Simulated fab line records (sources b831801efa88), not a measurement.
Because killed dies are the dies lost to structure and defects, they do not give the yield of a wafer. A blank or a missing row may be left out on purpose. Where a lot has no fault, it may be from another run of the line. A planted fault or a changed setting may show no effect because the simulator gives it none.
Matching of chambers    flow sky130    SKY_LI_CONTACT_CMP_24 on cmp-01: 4 sister chambers
The step polishes, stops on PSG, t overpolish 20 s, target thk 0 nm. 4 wafers are shown with their chamber, then 12 later ones without.

WAFERS, EACH WITH ITS CHAMBER
wafer   chamber  motor current A (A)
L087.5  1        9.6
L086.1  0        9.8
L086.2  3        11.9
L086.3  2        13.6

WAFERS WITH NO CHAMBER GIVEN
wafer   motor current A (A)
L090.1  9.7
L090.2  10.1
L090.3  12.7
L088.2  13.2
L088.3  10.1
L088.6  14.2
L089.1  9.8
L089.5  9.8
L089.6  13.3
L093.2  10.6
L093.4  10.0
L093.6  9.5

THE CHAMBER EACH PASSED THROUGH
wafer   from the rows above           in truth
L090.1  can't be placed: 1 or 0       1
L090.2  can't be placed: 0 or 1       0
L090.3  can't be placed: 3 or 2       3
L088.2  2                             2
L088.3  can't be placed: 0 or 1       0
L088.6  2                             2
L089.1  can't be placed: 0 or 1       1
L089.5  can't be placed: 0 or 1       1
L089.6  2                             2
L093.2  can't be placed: 0 or 1 or 3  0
L093.4  can't be placed: 0 or 1       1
L093.6  can't be placed: 1 or 0       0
Placed correctly: 3 of 12. These rows do not allow placing 9 (true chamber among the candidates in 9). Wrongly placed: 0.
How it was worked out, from the rows above alone: a wafer's distance from a chamber is the root of the sum, over the readings, of the square of ((its reading less the chamber's mean) divided by the reading's scatter). The wafer belongs to the nearest chamber; if the next one is less than 2 further off, it can't be placed. A chamber's mean is the mean of its shown wafers. The scatter: with one shown wafer a chamber, the root of the mean of the squares of how far each hidden wafer lies from its nearest shown one.
